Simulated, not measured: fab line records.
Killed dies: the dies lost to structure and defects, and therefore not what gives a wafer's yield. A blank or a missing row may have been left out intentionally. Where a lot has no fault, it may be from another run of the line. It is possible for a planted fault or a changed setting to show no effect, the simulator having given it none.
Chamber matching ; flow sfq-line ; 4 sister chambers for SFQ_TRILAYER_I1_CMP_CMP_046 on cmp-01
The step polishes SiO2. 16 wafers are shown with their chamber, then 8 later ones without.

## WAFERS, EACH WITH ITS CHAMBER
wafer;chamber;motor-current-A (A);time-to-endpoint-s (s);platen-rpm (rpm)
L696.1;3;11.4;214;59.99
L696.2;2;9.2;216;60.05
L696.5;1;11.9;221;59.95
L701.4;3;11.6;224;60.02
L701.5;0;11.8;224;60.04
L701.6;1;12.4;225;59.98
L702.4;3;11.6;234;59.96
L702.3;1;12.2;224;60.03
L702.6;3;11.4;233;60.04
L710.4;2;9.5;220;59.97
L710.2;0;11.2;219;59.97
L710.5;3;11.3;224;60.04
L711.2;2;9.6;209;60.02
L711.5;3;11.8;217;60.00
L711.6;0;11.9;226;60.08
L713.3;2;9.4;211;59.98

SIGNATURES (means of the wafers above)
reading;chamber 0;chamber 1;chamber 2;chamber 3;scatter within a chamber
motor-current-A;11.633;12.167;9.425;11.517;0.236
time-to-endpoint-s;223.00;223.33;214.00;224.33;6.04
platen-rpm;60.0300;59.9867;60.0050;60.0083;0.0392
Rule: a wafer's distance from a chamber is the root of the sum, over the readings, of the square of ((its reading less the chamber's mean) divided by the reading's scatter). The wafer belongs to the nearest chamber; if the next one is less than 2 further off, it can't be placed. How the scatter is found: for the shown wafers, subtract from each reading the mean of its chamber, square and add these, divide the total by (wafers less chambers), then take the root.

## WAFERS WITHOUT THEIR CHAMBER
wafer;motor-current-A (A);time-to-endpoint-s (s);platen-rpm (rpm)
L713.5;12.0;222;59.94
L713.6;11.6;222;60.03
L714.3;11.2;211;59.99
L714.1;11.7;211;60.01
L714.2;9.9;216;59.98
L717.1;11.1;210;59.96
L717.2;9.7;211;60.00
L717.5;11.4;219;59.99

## EACH ONE'S CHAMBER
wafer;from the rows above;in truth
L713.5;can't be placed: 1 or 3 or 0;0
L713.6;can't be placed: 0 or 3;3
L714.3;can't be placed: 3 or 0 or 1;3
L714.1;can't be placed: 0 or 3 or 1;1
L714.2;2;2
L717.1;can't be placed: 3 or 0 or 1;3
L717.2;2;2
L717.5;can't be placed: 3 or 0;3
Correctly placed: 2 of 8. Can't be placed from these rows: 6 (the true chamber is among the candidates in 6). 0 placed wrongly.
